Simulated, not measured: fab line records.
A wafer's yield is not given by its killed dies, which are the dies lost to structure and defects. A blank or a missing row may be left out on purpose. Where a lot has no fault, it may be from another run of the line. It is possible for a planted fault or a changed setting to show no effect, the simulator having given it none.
fab line records ; flow sky130
[record] lots = 5; wafers = 23
route steps=708 shown METAL3@568 VIA3@573 METAL4@598 VIA4@646 METAL5@674
start-h: the number of hours between the record's first day and the start of the first shown wafer of the lot ; wait-h: how many hours have passed since the lot's step before this one ; " as in the row above ; L1.1+2: several wafers, shown together as one row ; - either no value or no given start ; * or withheld: withheld ; < > ~ a bound
route shown NAME@n: names a module that has steps shown in the file, with the first one's number in the route ; usual: the fault-free wafers' mean and standard deviation ; same: alike in all rows ; chamber/n: place in a boat ; sites: each site's reading ; _std_site: the standard deviation of these ; _edge_site: inner sites' mean taken away from outer sites' mean ; radius-mm: how far each site lies from the wafer's centre ; mask NAME#n: copy n ; behind: the tool/chamber that last shaped the wafer ; hold: reason for holding the lot/hours on hold/outcome of the hold ; device: names the non-switching transistor (n, p or np) ; end of line: tests run on the same wafers once the route is complete ; a step with no rows: only its recipe ; killed: at the first sort, the dies lost to defects and structure; wafer yield is something else ; map: per-die view of a wafer (x killed, . not killed, _ where there is no die)
set.NAME: the setting that was run; set.NAME@STEP: the one run at that earlier step ; model.NAME: the simulator's own value behind a step, which no gauge read
lots whose settings were changed on purpose; a table a step, a row a wafer
[[steps]]
[step SKY_METAL3_METAL_ETCH_18]
[recipe] target-depth-a = 8450; stop-on = SiO2; over-etch-frac = 0.3; time-s = 183.1; chemistry = Cl2/BCl3; resist-sidewall-deg = 88; pressure-mtorr = 10; icp-w = 900; bias-w = 48.5; Cl2_flow_sccm = 60; bcl3-flow-sccm = 30
[usual] oes-product-au = 0.865/0.0064
lot.wafer;tool;chamber;start-h;wait-h;set.bias-w;set.power-w@METAL3_SPUTTER_02;oes-product-au;model.KrF-thick_of_METAL3_COAT_08.thk-nm
L076.1;rie-metal-03;0;919.56;0.0;53.78;10600;0.860;491.3
L076.2;rie-metal-03;1;919.56;0.0;48.5;10600;0.876;533.7
L076.3;rie-metal-03;0;919.56;0.0;48.5;10600;0.856;520.2
L076.5;rie-metal-03;0;919.56;0.0;48.5;11750;0.902;-
L076.6;rie-metal-03;1;919.56;0.0;53.78;11750;0.913;-
L077.2;rie-metal-03;1;926.39;0.1;44.95;9361;0.813;-
L077.3;rie-metal-03;1;926.39;0.1;48.5;10600;0.869;532
L077.4;rie-metal-03;1;926.39;0.1;48.5;9361;0.817;-
L077.5;rie-metal-03;1;926.39;0.1;44.95;10600;0.863;547
L077.6;rie-metal-03;1;926.39;0.1;44.95;10600;0.863;540.8
L079.2;rie-metal-02;0;943.93;0.0;44.91;10600;0.858;541.8
L079.3;rie-metal-02;1;943.93;0.0;44.91;10600;0.856;540.8
L079.4;rie-metal-02;0;943.93;0.0;48.5;10600;0.859;523.6
L079.5;rie-metal-02;1;943.93;0.0;44.91;10600;0.867;541.4
L079.6;rie-metal-02;0;943.93;0.0;48.5;10600;0.868;516.9
L081.2;rie-metal-02;1;974.82;0.1;48.5;10600;0.871;526.7
L081.4;rie-metal-02;1;974.82;0.1;48.5;10600;0.866;529.3
L081.6;rie-metal-02;1;974.82;0.1;48.5;10600;0.854;524.9
L085.1;rie-metal-02;1;980.78;0.0;48.5;10600;0.866;525.4
L085.2;rie-metal-02;1;980.78;0.0;48.5;10600;0.855;521.3
L085.4;rie-metal-02;1;980.78;0.0;48.5;10600;0.869;516.3
L085.5;rie-metal-02;1;980.78;0.0;48.5;10600;0.872;522.4
L085.6;rie-metal-02;1;980.78;0.0;48.5;10600;0.857;519.7
[step SKY_METAL3_STRIP_19]
[recipe] chemistry = O2/N2; power-w = 1400; pressure-mtorr = 1500; platen-temp-c = withheld; o2-flow-sccm = 3000; n2-flow-sccm = 300; overash-fraction = 0.5
[usual] strip-time-to-endpoint-s = 6.52/0.082
lot.wafer;tool;chamber;start-h;wait-h;set.bias-w@METAL3_METAL_ETCH_18;strip-time-to-endpoint-s
L076.1;plasma-asher-01;0;919.73;0.1;53.78;6.16
L076.2;plasma-asher-01;1;919.73;0.1;48.5;6.61
L076.3;plasma-asher-01;1;919.73;0.1;48.5;6.46
L076.5;plasma-asher-01;0;919.73;0.1;48.5;6.41
L076.6;plasma-asher-01;1;919.73;0.1;53.78;6.35
L077.2;plasma-asher-01;0;926.68;0.2;44.95;6.73
L077.3;plasma-asher-01;0;926.68;0.2;48.5;6.59
L077.4;plasma-asher-01;1;926.68;0.2;48.5;6.53
L077.5;plasma-asher-01;1;926.68;0.2;44.95;6.72
L077.6;plasma-asher-01;0;926.68;0.2;44.95;6.70
L079.2;plasma-asher-04;1;944.10;0.1;44.91;6.69
L079.3;plasma-asher-04;1;944.10;0.1;44.91;6.68
L079.4;plasma-asher-04;0;944.10;0.1;48.5;6.51
L079.5;plasma-asher-04;0;944.10;0.1;44.91;6.70
L079.6;plasma-asher-04;1;944.10;0.1;48.5;6.44
L081.2;plasma-asher-04;0;975.11;0.2;48.5;6.52
L081.4;plasma-asher-04;0;975.11;0.2;48.5;6.56
L081.6;plasma-asher-04;0;975.11;0.2;48.5;6.51
L085.1;plasma-asher-01;1;981.13;0.3;48.5;6.52
L085.2;plasma-asher-01;0;981.13;0.3;48.5;6.46
L085.4;plasma-asher-01;1;981.13;0.3;48.5;6.42
L085.5;plasma-asher-01;0;981.13;0.3;48.5;6.50
L085.6;plasma-asher-01;1;981.13;0.3;48.5;6.45
[step SKY_VIA3_HDPCVD_00]
[recipe] material = SiO2; target-thk-nm = 1635; sigma-open-frac = 0.3; time-s = 272.5; temp-c = 400; sih4-flow-sccm = 60; pressure-mtorr = 6
lot.wafer;tool;chamber;start-h;wait-h;set.time-s;model.SiO2_of_VIA3_HDPCVD_00.thk-nm
L076.1;hdpcvd-01;0;920.37;0.0;272.5;1676
L076.2+5;hdpcvd-01;2,0;920.37;0.0;272.5;1657
L076.3;hdpcvd-01;1;920.37;0.0;272.5;1669
L076.6;hdpcvd-01;1;920.37;0.0;272.5;1647
L077.2;hdpcvd-01;0;927.31;0.0;272.5;1664
L077.3;hdpcvd-01;1;927.31;0.0;272.5;1647
L077.4;hdpcvd-01;0;927.31;0.0;260.6;1589
L077.5;hdpcvd-01;1;927.31;0.0;260.6;1569
L077.6;hdpcvd-01;2;927.31;0.0;260.6;1602
L079.2;hdpcvd-02;1;945.13;0.0;303;1785
L079.3;hdpcvd-02;0;945.13;0.0;272.5;1601
L079.4;hdpcvd-02;0;945.13;0.0;272.5;1610
L079.5;hdpcvd-02;1;945.13;0.0;303;1791
L079.6;hdpcvd-02;2;945.13;0.0;272.5;1617
L081.2;hdpcvd-01;0;975.70;0.0;272.5;1642
L081.4;hdpcvd-01;1;975.70;0.0;272.5;1613
L081.6;hdpcvd-01;2;975.70;0.0;272.5;1631
L085.1;hdpcvd-01;1;981.72;0.0;238.5;1433
L085.2;hdpcvd-01;0;981.72;0.0;272.5;1658
L085.4;hdpcvd-01;1;981.72;0.0;272.5;1633
L085.5;hdpcvd-01;2;981.72;0.0;272.5;1624
L085.6;hdpcvd-01;0;981.72;0.0;238.5;1449
[step SKY_VIA3_THK_MEAS_01]
[recipe] reads = SiO2_of_VIA3_HDPCVD_00
[usual] VIA3_HDPCVD_THK = 1637/21
lot.wafer;tool;chamber;start-h;wait-h;set.time-s@VIA3_HDPCVD_00;VIA3_HDPCVD_THK[nm]
L076.1;film-metro-03;-;920.53;0.1;272.5;1677
L076.2;film-metro-03;-;920.53;0.1;272.5;1657
L076.3;film-metro-03;-;920.53;0.1;272.5;1668
L076.5;film-metro-03;-;920.53;0.1;272.5;1657
L076.6;film-metro-03;-;920.53;0.1;272.5;1648
L077.2;film-metro-02;-;927.49;0.1;272.5;1664
L077.3;film-metro-02;-;927.49;0.1;272.5;1646
L077.4;film-metro-02;-;927.49;0.1;260.6;1589
L077.5;film-metro-02;-;927.49;0.1;260.6;1569
L077.6;film-metro-02;-;927.49;0.1;260.6;1602
L079.2;film-metro-01;-;945.31;0.1;303;1787
L079.3;film-metro-01;-;945.31;0.1;272.5;1602
L079.4;film-metro-01;-;945.31;0.1;272.5;1610
L079.5;film-metro-01;-;945.31;0.1;303;1790
L079.6;film-metro-01;-;945.31;0.1;272.5;1617
L081.2;film-metro-02;-;975.88;0.1;272.5;1642
L081.4;film-metro-02;-;975.88;0.1;272.5;1612
L081.6;film-metro-02;-;975.88;0.1;272.5;1631
L085.1;film-metro-01;-;981.90;0.1;238.5;1432
L085.2;film-metro-01;-;981.90;0.1;272.5;1658
L085.4;film-metro-01;-;981.90;0.1;272.5;1632
L085.5;film-metro-01;-;981.90;0.1;272.5;1624
L085.6;film-metro-01;-;981.90;0.1;238.5;1448
[step SKY_METAL4_SPUTTER_00]
[recipe] material = Ti; target-thk-nm = 15; power-w = 3000; time-s = 10; chamber-pressure-pa = 0.4
lot.wafer;tool;chamber;start-h;wait-h;set.chamber-pressure-pa;model.Ti_of_METAL4_SPUTTER_00.thk-nm
L076.1;pvd-sputter-04;-;946.64;0.2;0.4305;14.52
L076.2;pvd-sputter-04;-;946.64;0.2;0.4305;14.77
L076.3;pvd-sputter-04;-;946.64;0.2;0.4305;14.81
L076.5;pvd-sputter-04;-;946.64;0.2;0.4305;14.83
L076.6;pvd-sputter-04;-;946.64;0.2;0.4305;14.9
L077.2;pvd-sputter-02;-;954.22;0.2;0.4;14.94
L077.3+5;pvd-sputter-02;-;954.22;0.2;0.4;14.98
L077.4;pvd-sputter-02;-;954.22;0.2;0.4;15.07
L077.6;pvd-sputter-02;-;954.22;0.2;0.4;15.08
L079.2;pvd-sputter-03;-;971.14;0.2;0.3494;15.11
L079.3;pvd-sputter-03;-;971.14;0.2;0.3494;15.26
L079.4;pvd-sputter-03;-;971.14;0.2;0.3494;15.33
L079.5;pvd-sputter-03;-;971.14;0.2;0.3494;15.4
L079.6;pvd-sputter-03;-;971.14;0.2;0.3494;15.37
L081.2;pvd-sputter-04;-;1001.73;0.1;0.4;15.03
L081.4;pvd-sputter-04;-;1001.73;0.1;0.4;15.19
L081.6;pvd-sputter-04;-;1001.73;0.1;0.4;14.99
L085.1;pvd-sputter-03;-;1007.40;0.2;0.3438;15.61
L085.2;pvd-sputter-03;-;1007.40;0.2;0.3438;15.23
L085.4;pvd-sputter-03;-;1007.40;0.2;0.3438;15.52
L085.5;pvd-sputter-03;-;1007.40;0.2;0.3438;15.6
L085.6;pvd-sputter-03;-;1007.40;0.2;0.3438;15.51
[step SKY_VIA4_SOFTBAKE_07]
[recipe] temp-c = 90; time-s = 60; resist = NOVOLAK
lot.wafer;tool;chamber;start-h;wait-h;set.temp-c
L076.1+2+5;litho-track-03;0;1008.27;0.1;90
L076.3+6;litho-track-03;0;1008.27;0.1;88.69
L077.2+4;litho-track-03;0;1016.40;0.1;90
L077.3+5+6;litho-track-03;0;1016.40;0.1;92.35
L079.2+4+6;litho-track-01;0;1032.60;0.1;88.32
L079.3+5;litho-track-01;0;1032.60;0.1;90
L081.2+4+6;litho-track-03;0;1061.50;0.1;90
L085.1+5+6;litho-track-03;0;1068.52;0.1;90
L085.2+4;litho-track-03;0;1068.52;0.1;88.19
[step SKY_VIA4_EXPOSE_08]
[recipe] mask-id = VIM4; na = 0.6; source-shape = conventional; sigma-outer = 0.6; polarization = unpolarized; target-cd-nm = 800; dose-mj = 132
[step SKY_VIA4_PEB_09]
[recipe] temp-c = withheld; time-s = *; resist = NOVOLAK
[step SKY_VIA4_DEVELOP_10]
[recipe] resist = NOVOLAK; developer = TMAH; develop-time-s = 60; dev-temp-c = 23
lot.wafer;tool;chamber;start-h;wait-h;set.temp-c@VIA4_SOFTBAKE_07;model.NOVOLAK_of_VIA4_COAT_06.thk-nm
L076.1;litho-track-03;0;1020.17;0.1;90;1138
L076.2;litho-track-03;0;1020.17;0.1;90;1136
L076.3+6;litho-track-03;0;1020.17;0.1;88.69;1142
L076.5;litho-track-03;0;1020.17;0.1;90;1137
L077.2;litho-track-01;0;1028.60;0.1;90;1138
L077.3;litho-track-01;0;1028.60;0.1;92.35;1130
L077.4;litho-track-01;0;1028.60;0.1;90;1136
L077.5;litho-track-01;0;1028.60;0.1;92.35;1131
L077.6;litho-track-01;0;1028.60;0.1;92.35;1129
L079.2;litho-track-02;0;1044.43;0.1;88.32;1145
L079.3+5;litho-track-02;0;1044.43;0.1;90;1139
L079.4+6;litho-track-02;0;1044.43;0.1;88.32;1146
L081.2;litho-track-02;0;1072.93;0.1;90;1140
L081.4;litho-track-02;0;1072.93;0.1;90;1137
L081.6;litho-track-02;0;1072.93;0.1;90;1141
L085.1;litho-track-01;0;1079.17;0.1;90;1138
L085.2;litho-track-01;0;1079.17;0.1;88.19;1140
L085.4;litho-track-01;0;1079.17;0.1;88.19;1141
L085.5;litho-track-01;0;1079.17;0.1;90;1137
L085.6;litho-track-01;0;1079.17;0.1;90;1135
[step SKY_VIA4_ETCH_12]
[recipe] target = SiO2; chemistry = C4F8/O2/Ar; stop-on = TiN; mask-material = NOVOLAK; source-w = 1500; bias-w = 1200; pressure-mtorr = 40; c4f8-flow-sccm = withheld; O2_flow_sccm = 6; Ar_flow_sccm = 300; time-s = withheld; target-depth-a = 5800
lot.wafer;tool;chamber;start-h;wait-h;set.temp-c@VIA4_SOFTBAKE_07;model.NOVOLAK_of_VIA4_COAT_06.thk-nm
L076.1;rie-diel-02;2;1020.36;0.0;90;1003
L076.2;rie-diel-02;1;1020.36;0.0;90;1004
L076.3;rie-diel-02;3;1020.36;0.0;88.69;1008
L076.5;rie-diel-02;3;1020.36;0.0;90;1005
L076.6;rie-diel-02;2;1020.36;0.0;88.69;1007
L077.2;rie-diel-01;2;1028.76;0.0;90;1006
L077.3;rie-diel-01;1;1028.76;0.0;92.35;996.8
L077.4;rie-diel-01;0;1028.76;0.0;90;1005
L077.5;rie-diel-01;1;1028.76;0.0;92.35;998.5
L077.6;rie-diel-01;2;1028.76;0.0;92.35;997.7
L079.2;rie-diel-04;2;1044.59;0.0;88.32;1012
L079.3;rie-diel-04;0;1044.59;0.0;90;1006
L079.4;rie-diel-04;3;1044.59;0.0;88.32;1015
L079.5;rie-diel-04;0;1044.59;0.0;90;1007
L079.6;rie-diel-04;1;1044.59;0.0;88.32;1010
L081.2;rie-diel-04;0;1073.09;0.0;90;1006
L081.4;rie-diel-04;2;1073.09;0.0;90;1003
L081.6;rie-diel-04;2;1073.09;0.0;90;1007
L085.1+5;rie-diel-02;2,3;1079.36;0.0;90;1007
L085.2;rie-diel-02;1;1079.36;0.0;88.19;1010
L085.4;rie-diel-02;3;1079.36;0.0;88.19;1011
L085.6;rie-diel-02;2;1079.36;0.0;90;1004
[step SKY_VIA4_CVD_18]
[recipe] material = W; target-thk-nm = 505; time-s = 152.14; temp-c = 400; pressure-torr = 40
lot.wafer;tool;chamber;start-h;wait-h;set.temp-c;model.W_of_VIA4_CVD_18.thk-nm
L076.1;cvd-w-02;1;1021.08;0.0;400;493.9
L076.2;cvd-w-02;0;1021.08;0.0;400;494.4
L076.3;cvd-w-02;0;1021.08;0.0;408.5;578.4
L076.5;cvd-w-02;0;1021.08;0.0;408.5;577.9
L076.6;cvd-w-02;1;1021.08;0.0;400;500.2
L077.2;cvd-w-02;1;1029.49;0.0;400;507.4
L077.3;cvd-w-02;1;1029.49;0.0;409.7;602.2
L077.4;cvd-w-02;0;1029.49;0.0;409.7;596.6
L077.5;cvd-w-02;0;1029.49;0.0;400;503.3
L077.6;cvd-w-02;1;1029.49;0.0;400;503.2
L079.2;cvd-w-01;0;1045.32;0.0;400;500.2
L079.3;cvd-w-01;0;1045.32;0.0;400;500.9
L079.4;cvd-w-01;1;1045.32;0.0;400;499.7
L079.5;cvd-w-01;0;1045.32;0.0;400;491.6
L079.6;cvd-w-01;1;1045.32;0.0;400;498.1
L081.2;cvd-w-02;0;1073.81;0.0;400;501.5
L081.4;cvd-w-02;1;1073.81;0.0;400;508.6
L081.6;cvd-w-02;1;1073.81;0.0;400;503.3
L085.1+2;cvd-w-02;1,0;1080.15;0.0;409.6;596.1
L085.4;cvd-w-02;1;1080.15;0.0;409.6;593.1
L085.5;cvd-w-02;0;1080.15;0.0;400;496.3
L085.6;cvd-w-02;1;1080.15;0.0;400;502.1
[step SKY_VIA4_RS_MEAS_19]
[recipe] thk-meas-gauge = four-point-probe; reads = W_of_VIA4_CVD_18+TiN_of_VIA4_SPUTTER_17
[usual] VIA4_W_RS = 0.2276/0.0024
lot.wafer;tool;chamber;start-h;wait-h;set.temp-c@VIA4_CVD_18;VIA4_W_RS[ohm/sq]
L076.1;film-metro-03;-;1021.24;0.1;400;0.2317
L076.2;film-metro-03;-;1021.24;0.1;400;0.2313
L076.3;film-metro-03;-;1021.24;0.1;408.5;0.1978
L076.5;film-metro-03;-;1021.24;0.1;408.5;0.1977
L076.6;film-metro-03;-;1021.24;0.1;400;0.2291
L077.2;film-metro-04;-;1029.67;0.1;400;0.2255
L077.3;film-metro-04;-;1029.67;0.1;409.7;0.1898
L077.4;film-metro-04;-;1029.67;0.1;409.7;0.1914
L077.5;film-metro-04;-;1029.67;0.1;400;0.2272
L077.6;film-metro-04;-;1029.67;0.1;400;0.2273
L079.2;film-metro-01;-;1045.49;0.1;400;0.2293
L079.3;film-metro-01;-;1045.49;0.1;400;0.2289
L079.4;film-metro-01;-;1045.49;0.1;400;0.2292
L079.5;film-metro-01;-;1045.49;0.1;400;0.2332
L079.6;film-metro-01;-;1045.49;0.1;400;0.2298
L081.2;film-metro-04;-;1073.99;0.1;400;0.2282
L081.4;film-metro-04;-;1073.99;0.1;400;0.2245
L081.6;film-metro-04;-;1073.99;0.1;400;0.2275
L085.1;film-metro-04;-;1080.30;0.1;409.6;0.1915
L085.2;film-metro-04;-;1080.30;0.1;409.6;0.1913
L085.4;film-metro-04;-;1080.30;0.1;409.6;0.1925
L085.5;film-metro-04;-;1080.30;0.1;400;0.2306
L085.6;film-metro-04;-;1080.30;0.1;400;0.2276
[step SKY_VIA4_THK_MEAS_20]
[recipe] thk-meas-gauge = xrf; reads = W_of_VIA4_CVD_18
[usual] VIA4_W_THK = 492/5.5
lot.wafer;tool;chamber;start-h;wait-h;set.temp-c@VIA4_CVD_18;VIA4_W_THK[nm]
L076.1;film-metro-03;-;1021.36;0.1;400;483
L076.2;film-metro-03;-;1021.36;0.1;400;483
L076.3;film-metro-03;-;1021.36;0.1;408.5;565
L076.5;film-metro-03;-;1021.36;0.1;408.5;562
L076.6;film-metro-03;-;1021.36;0.1;400;488
L077.2;film-metro-04;-;1029.78;0.1;400;501
L077.3;film-metro-04;-;1029.78;0.1;409.7;592
L077.4;film-metro-04;-;1029.78;0.1;409.7;590
L077.5;film-metro-04;-;1029.78;0.1;400;496
L077.6;film-metro-04;-;1029.78;0.1;400;497
L079.2;film-metro-01;-;1045.60;0.1;400;492
L079.3;film-metro-01;-;1045.60;0.1;400;491
L079.4;film-metro-01;-;1045.60;0.1;400;491
L079.5;film-metro-01;-;1045.60;0.1;400;482
L079.6;film-metro-01;-;1045.60;0.1;400;488
L081.2;film-metro-04;-;1074.10;0.1;400;489
L081.4;film-metro-04;-;1074.10;0.1;400;495
L081.6;film-metro-04;-;1074.10;0.1;400;492
L085.1;film-metro-04;-;1080.42;0.1;409.6;584
L085.2;film-metro-04;-;1080.42;0.1;409.6;580
L085.4;film-metro-04;-;1080.42;0.1;409.6;580
L085.5;film-metro-04;-;1080.42;0.1;400;487
L085.6;film-metro-04;-;1080.42;0.1;400;491
[step SKY_VIA4_CMP_21]
[recipe] stop-on = SiO2; t-overpolish-s = 25; down-force-psi = 3.5; platen-rpm = 60; target-thk-nm = 0; pad-velocity-m-s = 0.94248
[usual] time-to-endpoint-s = 125/5.7
lot.wafer;tool;chamber;start-h;wait-h;set.temp-c@VIA4_CVD_18;time-to-endpoint-s
L076.3;cmp-02;3;1021.42;0.0;408.5;137
L076.2;cmp-02;0;1021.42;0.0;400;119
L076.1;cmp-02;2;1021.42;0.0;400;117
L076.5;cmp-02;3;1021.42;0.0;408.5;136
L076.6;cmp-02;0;1021.42;0.0;400;119
L077.3;cmp-02;0;1029.88;0.1;409.7;144
L077.4;cmp-02;1;1029.88;0.1;409.7;145
L077.2;cmp-02;2;1029.88;0.1;400;120
L077.6;cmp-02;3;1029.88;0.1;400;116
L077.5;cmp-02;0;1029.88;0.1;400;122
L079.2;cmp-01;0;1045.70;0.1;400;123
L079.4;cmp-01;1;1045.70;0.1;400;123
L079.3;cmp-01;2;1045.70;0.1;400;128
L079.6;cmp-01;3;1045.70;0.1;400;123
L079.5;cmp-01;0;1045.70;0.1;400;123
L081.4;cmp-02;3;1074.20;0.1;400;119
L081.2;cmp-02;0;1074.20;0.1;400;121
L081.6;cmp-02;3;1074.20;0.1;400;117
L085.4;cmp-01;1;1080.95;0.5;409.6;150
L085.2;cmp-01;2;1080.95;0.5;409.6;161
L085.1;cmp-01;3;1080.95;0.5;409.6;148
L085.5;cmp-01;1;1080.95;0.5;400;128
L085.6;cmp-01;2;1080.95;0.5;400;138
[step SKY_METAL5_DEVELOP_13]
[recipe] resist = NOVOLAK; developer = TMAH; develop-time-s = 60; dev-temp-c = 23
lot.wafer;tool;chamber;start-h;wait-h;set.develop-time-s
L076.1+2+3;litho-track-01;0;1045.02;0.1;60
L076.5+6;litho-track-01;0;1045.02;0.1;63.59
L077.2+3+4;litho-track-03;0;1053.35;0.1;60
L077.5+6;litho-track-03;0;1053.35;0.1;68.69
L079.2+3+4+5+6;litho-track-03;0;1067.15;0.1;60
L081.2+4+6;litho-track-04;0;1094.16;0.1;60
L085.1+4+6;litho-track-01;0;1101.07;0.1;57.3
L085.2+5;litho-track-01;0;1101.07;0.1;60
[step SKY_METAL5_DESCUM_14]
[recipe] chemistry = O2; source-power-w = 150; bias-power-w = 0; pressure-mtorr = 10; temp-c = 40; time-s = 11
lot.wafer;tool;chamber;start-h;wait-h;set.develop-time-s@METAL5_DEVELOP_13;model.METAL5.cd-nm
L076.1;rie-metal-02;0;1045.17;0.1;60;1599
L076.2;rie-metal-02;1;1045.17;0.1;60;1597
L076.3;rie-metal-02;1;1045.17;0.1;60;1601
L076.5;rie-metal-02;1;1045.17;0.1;63.59;1591
L076.6;rie-metal-02;0;1045.17;0.1;63.59;1594
L077.2;rie-metal-02;0;1053.47;0.1;60;1598
L077.3;rie-metal-02;0;1053.47;0.1;60;1597
L077.4;rie-metal-02;1;1053.47;0.1;60;1600
L077.5+6;rie-metal-02;0,1;1053.47;0.1;68.69;1585
L079.2+5;rie-metal-03;0,1;1067.27;0.1;60;1604
L079.3;rie-metal-03;1;1067.27;0.1;60;1605
L079.4+6;rie-metal-03;0;1067.27;0.1;60;1603
L081.2;rie-metal-02;1;1094.29;0.1;60;1599
L081.4+6;rie-metal-02;0,1;1094.29;0.1;60;1597
L085.1+4;rie-metal-03;0;1101.22;0.1;57.3;1605
L085.2;rie-metal-03;1;1101.22;0.1;60;1599
L085.5;rie-metal-03;0;1101.22;0.1;60;1601
L085.6;rie-metal-03;1;1101.22;0.1;57.3;1606
[step SKY_METAL5_METAL_ETCH_15]
[recipe] target-depth-a = 12600; stop-on = SiO2; over-etch-frac = 0.2; time-s = 252; chemistry = Cl2/BCl3; resist-sidewall-deg = 86; pressure-mtorr = 10; icp-w = 900; bias-w = 48.5; Cl2_flow_sccm = 60; bcl3-flow-sccm = 30
lot.wafer;tool;chamber;start-h;wait-h;set.bias-w;model.NOVOLAK_of_METAL5_COAT_09.thk-nm
L076.1;rie-metal-02;0;1045.21;0.0;46.64;1051
L076.2+5;rie-metal-02;1;1045.21;0.0;48.5;1036
L076.3;rie-metal-02;1;1045.21;0.0;48.5;1030
L076.6;rie-metal-02;0;1045.21;0.0;46.64;1062
L077.2+5;rie-metal-02;0;1053.51;0.0;48.5;1041
L077.3;rie-metal-02;0;1053.51;0.0;48.5;1046
L077.4;rie-metal-02;1;1053.51;0.0;48.5;1032
L077.6;rie-metal-02;1;1053.51;0.0;48.5;1040
L079.2;rie-metal-03;0;1067.31;0.0;48.5;1044
L079.3;rie-metal-03;1;1067.31;0.0;44.1;1064
L079.4;rie-metal-03;0;1067.31;0.0;48.5;1032
L079.5;rie-metal-03;1;1067.31;0.0;44.1;1075
L079.6;rie-metal-03;0;1067.31;0.0;44.1;1072
L081.2;rie-metal-02;1;1094.32;0.0;48.5;1041
L081.4;rie-metal-02;0;1094.32;0.0;48.5;1053
L081.6;rie-metal-02;1;1094.32;0.0;48.5;1047
L085.1;rie-metal-03;0;1101.27;0.0;52.42;1012
L085.2;rie-metal-03;1;1101.27;0.0;52.42;1018
L085.4;rie-metal-03;0;1101.27;0.0;48.5;1034
L085.5;rie-metal-03;0;1101.27;0.0;52.42;1011
L085.6;rie-metal-03;1;1101.27;0.0;48.5;1036
[step SKY_METAL5_STRIP_16]
[recipe] chemistry = O2/N2; power-w = 1400; pressure-mtorr = 1500; platen-temp-c = withheld; o2-flow-sccm = 3000; n2-flow-sccm = 300; overash-fraction = 0.5
[usual] strip-time-to-endpoint-s = 13.10/0.096
lot.wafer;tool;chamber;start-h;wait-h;set.bias-w@METAL5_METAL_ETCH_15;strip-time-to-endpoint-s
L076.1;plasma-asher-02;1;1045.44;0.2;46.64;13.23
L076.2;plasma-asher-02;0;1045.44;0.2;48.5;13.09
L076.3;plasma-asher-02;0;1045.44;0.2;48.5;13.02
L076.5;plasma-asher-02;0;1045.44;0.2;48.5;13.10
L076.6;plasma-asher-02;1;1045.44;0.2;46.64;13.35
L077.2;plasma-asher-02;0;1053.74;0.2;48.5;13.14
L077.3;plasma-asher-02;1;1053.74;0.2;48.5;13.20
L077.4;plasma-asher-02;0;1053.74;0.2;48.5;13.03
L077.5;plasma-asher-02;0;1053.74;0.2;48.5;13.14
L077.6;plasma-asher-02;1;1053.74;0.2;48.5;13.14
L079.2;plasma-asher-02;0;1067.54;0.2;48.5;13.18
L079.3;plasma-asher-02;0;1067.54;0.2;44.1;13.38
L079.4;plasma-asher-02;1;1067.54;0.2;48.5;13.03
L079.5;plasma-asher-02;1;1067.54;0.2;44.1;13.51
L079.6;plasma-asher-02;0;1067.54;0.2;44.1;13.47
L081.2;plasma-asher-01;0;1094.56;0.2;48.5;13.18
L081.4;plasma-asher-01;1;1094.56;0.2;48.5;13.26
L081.6;plasma-asher-01;1;1094.56;0.2;48.5;13.25
L085.1;plasma-asher-01;0;1101.58;0.2;52.42;12.78
L085.2;plasma-asher-01;1;1101.58;0.2;52.42;12.86
L085.4;plasma-asher-01;0;1101.58;0.2;48.5;13.07
L085.5;plasma-asher-01;0;1101.58;0.2;52.42;12.79
L085.6;plasma-asher-01;1;1101.58;0.2;48.5;13.08
[[key]]
[split] step = SKY_METAL3_METAL_ETCH_18; setting = bias-w; stated = 48.5; by = wafer
[response] step = SKY_METAL3_METAL_ETCH_18; reading = model.KrF-thick_of_METAL3_COAT_08.thk-nm; change = -2.79; per = 1%; r = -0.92
[response] step = SKY_METAL3_STRIP_19; reading = strip-time-to-endpoint-s; change = *; per = 1%; r = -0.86
[split] step = SKY_VIA3_HDPCVD_00; setting = time-s; stated = 272.5; by = wafer
[response] step = SKY_VIA3_HDPCVD_00; reading = model.SiO2_of_VIA3_HDPCVD_00.thk-nm; change = +15.9; per = 1%; r = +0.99
[response] step = SKY_VIA3_THK_MEAS_01; reading = VIA3_HDPCVD_THK; change = +15.9; per = 1%; r = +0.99
[split] step = SKY_METAL4_SPUTTER_00; setting = chamber-pressure-pa; stated = 0.4; by = lot
[response] step = SKY_METAL4_SPUTTER_00; reading = model.Ti_of_METAL4_SPUTTER_00.thk-nm; change = -0.0297; per = 1%; r = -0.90
[split] step = SKY_VIA4_SOFTBAKE_07; setting = temp-c; stated = 90; by = wafer
[response] step = SKY_VIA4_DEVELOP_10; reading = model.NOVOLAK_of_VIA4_COAT_06.thk-nm; change = -2.78; per = 1%; r = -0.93
[response] step = SKY_VIA4_ETCH_12; reading = model.NOVOLAK_of_VIA4_COAT_06.thk-nm; change = -2.86; per = 1%; r = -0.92
[split] step = SKY_VIA4_CVD_18; setting = temp-c; stated = 400; by = wafer
[response] step = SKY_VIA4_CVD_18; reading = model.W_of_VIA4_CVD_18.thk-nm; change = +39.2; per = 1%; r = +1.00
[response] step = SKY_VIA4_RS_MEAS_19; reading = VIA4_W_RS; change = -0.0153; per = 1%; r = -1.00
[response] step = SKY_VIA4_THK_MEAS_20; reading = VIA4_W_THK; change = +38.1; per = 1%; r = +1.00
[response] step = SKY_VIA4_CMP_21; reading = time-to-endpoint-s; change = *; per = 1%; r = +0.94
[split] step = SKY_METAL5_DEVELOP_13; setting = develop-time-s; stated = 60; by = wafer
[response] step = SKY_METAL5_DESCUM_14; reading = model.METAL5.cd-nm; change = -0.963; per = 1%; r = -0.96
[split] step = SKY_METAL5_METAL_ETCH_15; setting = bias-w; stated = 48.5; by = wafer
[response] step = SKY_METAL5_METAL_ETCH_15; reading = model.NOVOLAK_of_METAL5_COAT_09.thk-nm; change = -3.41; per = 1%; r = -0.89
[response] step = SKY_METAL5_STRIP_16; reading = strip-time-to-endpoint-s; change = *; per = 1%; r = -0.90
split outside-this-file step=SKY_METAL3_SPUTTER_02 setting=power-w
// split outside-this-file: this setting was split too, and the file shows its column; the key of that split is in another file
